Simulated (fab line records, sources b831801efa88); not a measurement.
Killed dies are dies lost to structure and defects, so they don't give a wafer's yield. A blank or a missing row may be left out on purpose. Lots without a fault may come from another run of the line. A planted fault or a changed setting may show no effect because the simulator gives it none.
Problem report in the 8D (eight disciplines) form, filled by code | flow gf180mcu | the parts of the form that need people (team, actions taken, sign-off) are left out

1. THE PROBLEM
spin_speed_rpm at GF_DNWELL_COAT_02 reads a mean of 1843.3 rpm on 6 wafers of 2 lots; wafers without a fault read 2000.1 rpm with a standard deviation of 1.3. That is -99 or more standard deviations from the usual mean.
The step: resist thk 3000 nm.
First seen on wafer L786.4, day 4 22:20, on litho_track-02. The record holds 39 wafers of 13 lots with a number at this step. Rule for "out", or "out of limits": more than 4 standard deviations from the usual mean. The other wafers with a number count as sound.

2. WHAT IT IS AND WHAT IT IS NOT
question                    | is                     | is not
which readings at this step | spin_speed_rpm         | exhaust_pa
which lots                  | L786, L787             | L775, L776, L777, L788, L789, L790, L791, L793, L795, L797, L798
which wafers of those lots  | all that have a number | -
read on which tools         | litho_track-02         | litho_track-01, litho_track-03
when                        | from day 4 22:20       | up to then (9 sound wafers); but 24 sound wafers of L788, L789, L790, L791, L793, L795, L797, L798 came after

3. SUSPECTS, AND WHAT RULES EACH OUT
Counting: a tool at a process step up to the reading stays a suspect if it ran every lot that is out and no sound lot after the first of them.
- cmp-02 at GF_STI_CMP_25 (polishes, stops on Si3N4, t overpolish 33 s, target thk 524.6 nm): ruled out as a lasting fault. Sound lots L789, L791, L797 ran on it after its first lot that is out, L786 (day 4 13:28).
- litho_track-02 at GF_DNWELL_COAT_02 (resist thk 3000 nm): kept. It ran every lot that is out, first L786 (day 4 22:20), and no sound lot after that. Its own readings are out on those wafers: spin_speed_rpm.
Left after counting: litho_track-02 at GF_DNWELL_COAT_02.

4. THE CAUSE (what the simulator had put in)
Process parameter drift: litho_track-02, from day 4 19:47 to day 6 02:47, at GF_DNWELL_COAT_02. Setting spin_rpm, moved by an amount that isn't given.
Counting left only this tool.

5. THE CHAIN OF EFFECTS, in route order
Each row: a reading whose mean over the struck wafers that have a number lies more than 3 standard deviations from the usual. Only readings for which the record gives a usual standard deviation are gone through. hours: the time from each lot's start at the first step in this table that gives one to its start at this step, as a median over the lots. sigmas: the change in usual standard deviations.
hours | step               | reading                  | usual      | on struck wafers | change | sigmas
0     | GF_DNWELL_COAT_02  | spin_speed_rpm           | 2000.1 rpm | 1843.3           | -156.8 | -99 or more
7     | GF_DNWELL_STRIP_08 | strip_time_to_endpoint_s | 36.91 s    | 38.35            | +1.44  | +18
The process steps in it:
- GF_DNWELL_COAT_02: resist thk 3000 nm.
- GF_DNWELL_STRIP_08: strips in O2/N2.
Later measuring or inspecting steps at which every struck wafer that the step has a row for has a number for every such reading, and none has moved that far: GF_V1_CD_MEAS_14.

6. WHAT WOULD HAVE CAUGHT IT SOONER
In this record the first reading out of limits was taken at day 4 22:20, 3 hours after the fault began at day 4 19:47.
